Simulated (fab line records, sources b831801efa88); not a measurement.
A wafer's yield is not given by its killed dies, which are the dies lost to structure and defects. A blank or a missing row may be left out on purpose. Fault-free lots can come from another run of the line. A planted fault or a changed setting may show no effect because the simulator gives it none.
Which of the tools did it? || flow sky130 || 21 wafers from 7 lots sampled at 4 of the route's 708 steps

WHAT THE GAUGES READ, wafer by wafer
SKY_VIA2_CD_MEAS_12: target cd 200 nm.
{"lot": "L743", "measured": "day 36 06:31", "on": "cdSem-02", "cdNm (nm)": "198.6 200.7 199.8"}
{"lot": "L746", "measured": "day 38 01:25", "on": "cdSem-02", "cdNm (nm)": "197.5 196.6 197.8"}
{"lot": "L750", "measured": "day 39 00:47", "on": "cdSem-02", "cdNm (nm)": "169.4 200.7 200.7"}
{"lot": "L757", "measured": "day 41 02:48", "on": "cdSem-01", "cdNm (nm)": "199.7 200.1 200.0"}
{"lot": "L761", "measured": "day 41 23:23", "on": "cdSem-01", "cdNm (nm)": "198.6 200.4 199.4"}
{"lot": "L763", "measured": "day 42 06:42", "on": "cdSem-01", "cdNm (nm)": "201.6 199.8 200.3"}
{"lot": "L765", "measured": "day 43 08:46", "on": "cdSem-02", "cdNm (nm)": "199.3 200.8 199.8"}

WHAT TOOL EACH LOT RAN ON (gives the tool, then ch and the chambers of the sampled wafers, and finally the start)
{"lot": "L743", "SKY_VIA1_ETCH_14": "rieDiel-02 ch 0,3, day 33 22:19", "SKY_VIA1_CVD_21": "cvdW-02 ch 0,1, day 33 23:10", "SKY_VIA2_EXPOSE_09": "krfScanner-02 ch 0, day 35 18:02"}
{"lot": "L746", "SKY_VIA1_ETCH_14": "rieDiel-03 ch 0,2,3, day 35 18:47", "SKY_VIA1_CVD_21": "cvdW-01 ch 0, day 35 19:32", "SKY_VIA2_EXPOSE_09": "krfScanner-02 ch 0, day 37 13:03"}
{"lot": "L750", "SKY_VIA1_ETCH_14": "rieDiel-03 ch 0,2,3, day 36 19:08", "SKY_VIA1_CVD_21": "cvdW-02 ch 0,1, day 36 19:55", "SKY_VIA2_EXPOSE_09": "krfScanner-01 ch 0, day 38 12:58"}
{"lot": "L757", "SKY_VIA1_ETCH_14": "rieDiel-03 ch 0,1,3, day 38 23:01", "SKY_VIA1_CVD_21": "cvdW-01 ch 0,1, day 38 23:46", "SKY_VIA2_EXPOSE_09": "krfScanner-02 ch 0, day 40 15:16"}
{"lot": "L761", "SKY_VIA1_ETCH_14": "rieDiel-02 ch 0,1, day 39 20:01", "SKY_VIA1_CVD_21": "cvdW-02 ch 0,1, day 39 20:45", "SKY_VIA2_EXPOSE_09": "krfScanner-01 ch 0, day 41 12:01"}
{"lot": "L763", "SKY_VIA1_ETCH_14": "rieDiel-03 ch 0,1,2, day 40 04:37", "SKY_VIA1_CVD_21": "cvdW-02 ch 0,1, day 40 05:21", "SKY_VIA2_EXPOSE_09": "krfScanner-01 ch 0, day 41 19:37"}
{"lot": "L765", "SKY_VIA1_ETCH_14": "rieDiel-02 ch 1,3, day 41 07:32", "SKY_VIA1_CVD_21": "cvdW-01 ch 0,1, day 41 08:17", "SKY_VIA2_EXPOSE_09": "krfScanner-02 ch 0, day 42 21:19"}
- SKY_VIA1_ETCH_14: etches BARC in N2/H2, stops on SiO2, time 45.9 s, target depth 60 nm.
- SKY_VIA1_CVD_21: deposits W, target thk 270 nm, time 80.902 s.
- SKY_VIA2_EXPOSE_09: exposes mask VIM2, target cd 200 nm.

THE ANSWER, worked out from the rows above alone
Rule: what is usual is taken from the lots themselves. The widest of any qualifying gaps counts: lots, ordered by their means at a reading, are off when they make up no more than a third of the lots, leave a main group of 4 or more, and stand apart from it by 3 or more times the standard deviation of that group's means. Not used: any main group whose means are identical at the precision the tables above print for the reading. Also off: a lot with no number at a reading for which 4 or more lots have one. The other lots that the step has rows for count as sound.
Off, at SKY_VIA2_CD_MEAS_12 on cdNm: L750. The main group has a mean of 199.5 nm with a standard deviation of 1.
If a tool, at a process step before that reading, ran all the lots that are off and no sound lot after the first of them, it fits. Gauges at SKY_VIA2_CD_MEAS_12: tried the same way as those tools. None of those tried fits.

WHAT THE SIMULATOR HAD PUT IN
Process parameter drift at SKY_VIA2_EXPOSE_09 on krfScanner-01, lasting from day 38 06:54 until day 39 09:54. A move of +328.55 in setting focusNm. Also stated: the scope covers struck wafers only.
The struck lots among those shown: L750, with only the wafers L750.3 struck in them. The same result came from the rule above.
